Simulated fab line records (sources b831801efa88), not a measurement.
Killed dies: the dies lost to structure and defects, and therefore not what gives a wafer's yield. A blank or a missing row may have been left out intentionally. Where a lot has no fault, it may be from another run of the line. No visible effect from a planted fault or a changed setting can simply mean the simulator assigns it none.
Chamber matching / flow gf180mcu / cmp-01 running GF_CONTACT_CMP_04: 4 sister chambers
The step polishes SiO2. 15 wafers are shown with their chamber, then 7 later ones without.

== WAFERS WITH THEIR CHAMBER ==
wafer=L411.2; chamber=2; motor-current-A (A)=10.4; time-to-endpoint-s (s)=110; head-pressure-psi (psi)=3.991
wafer=L411.3; chamber=0; motor-current-A (A)=10.7; time-to-endpoint-s (s)=111; head-pressure-psi (psi)=3.996
wafer=L411.5; chamber=2; motor-current-A (A)=10.3; time-to-endpoint-s (s)=115; head-pressure-psi (psi)=3.996
wafer=L416.1; chamber=2; motor-current-A (A)=10.4; time-to-endpoint-s (s)=105; head-pressure-psi (psi)=4.014
wafer=L416.2; chamber=1; motor-current-A (A)=14.9; time-to-endpoint-s (s)=108; head-pressure-psi (psi)=4.000
wafer=L416.5; chamber=2; motor-current-A (A)=10.7; time-to-endpoint-s (s)=110; head-pressure-psi (psi)=3.997
wafer=L419.4; chamber=2; motor-current-A (A)=10.5; time-to-endpoint-s (s)=126; head-pressure-psi (psi)=3.989
wafer=L419.5; chamber=2; motor-current-A (A)=10.6; time-to-endpoint-s (s)=121; head-pressure-psi (psi)=3.988
wafer=L419.6; chamber=1; motor-current-A (A)=14.5; time-to-endpoint-s (s)=119; head-pressure-psi (psi)=3.983
wafer=L418.1; chamber=3; motor-current-A (A)=12.1; time-to-endpoint-s (s)=104; head-pressure-psi (psi)=4.005
wafer=L418.2; chamber=0; motor-current-A (A)=11.2; time-to-endpoint-s (s)=114; head-pressure-psi (psi)=3.993
wafer=L418.4; chamber=1; motor-current-A (A)=14.4; time-to-endpoint-s (s)=111; head-pressure-psi (psi)=3.996
wafer=L423.1; chamber=3; motor-current-A (A)=11.3; time-to-endpoint-s (s)=105; head-pressure-psi (psi)=3.991
wafer=L423.5; chamber=0; motor-current-A (A)=10.8; time-to-endpoint-s (s)=116; head-pressure-psi (psi)=4.013
wafer=L423.6; chamber=3; motor-current-A (A)=11.9; time-to-endpoint-s (s)=114; head-pressure-psi (psi)=4.000

SIGNATURES (averages over the wafers above)
reading=motor-current-A; chamber 0=10.900; chamber 1=14.600; chamber 2=10.483; chamber 3=11.767; scatter within a chamber=0.258
reading=time-to-endpoint-s; chamber 0=113.67; chamber 1=112.67; chamber 2=114.50; chamber 3=107.67; scatter within a chamber=6.35
reading=head-pressure-psi; chamber 0=4.00067; chamber 1=3.99300; chamber 2=3.99583; chamber 3=3.99867; scatter within a chamber=0.00931
Rule: a wafer lies at a distance from a chamber equal to the root of the sum of squares, over the readings, of (its reading less the chamber's mean, divided by the reading's scatter). If the next closest chamber is less than 2 further off than the closest, the wafer can't be placed; otherwise it belongs to the closest. The scatter is the square root of a quotient: the sum, over the shown wafers, of each reading's squared deviation from its chamber's mean, divided by wafers minus chambers.

== WAFERS WITHOUT THEIR CHAMBER ==
wafer=L428.4; motor-current-A (A)=11.6; time-to-endpoint-s (s)=117; head-pressure-psi (psi)=4.000
wafer=L432.1; motor-current-A (A)=12.1; time-to-endpoint-s (s)=107; head-pressure-psi (psi)=3.988
wafer=L432.5; motor-current-A (A)=10.4; time-to-endpoint-s (s)=113; head-pressure-psi (psi)=3.989
wafer=L432.6; motor-current-A (A)=12.2; time-to-endpoint-s (s)=114; head-pressure-psi (psi)=3.991
wafer=L433.1; motor-current-A (A)=14.7; time-to-endpoint-s (s)=103; head-pressure-psi (psi)=4.001
wafer=L433.4; motor-current-A (A)=11.5; time-to-endpoint-s (s)=102; head-pressure-psi (psi)=4.011
wafer=L433.5; motor-current-A (A)=10.8; time-to-endpoint-s (s)=109; head-pressure-psi (psi)=4.002

== CHAMBER TAKEN BY EACH ==
wafer=L428.4; from the rows above=can't be placed: 3 or 0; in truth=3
wafer=L432.1; from the rows above=3; in truth=3
wafer=L432.5; from the rows above=can't be placed: 2 or 0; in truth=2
wafer=L432.6; from the rows above=3; in truth=3
wafer=L433.1; from the rows above=1; in truth=1
wafer=L433.4; from the rows above=can't be placed: 3 or 0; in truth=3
wafer=L433.5; from the rows above=can't be placed: 0 or 2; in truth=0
Correct placement for 3 of the 7. Unplaceable from these rows: 4, with the true chamber sitting among the candidates in 4. Wrongly placed: 0.
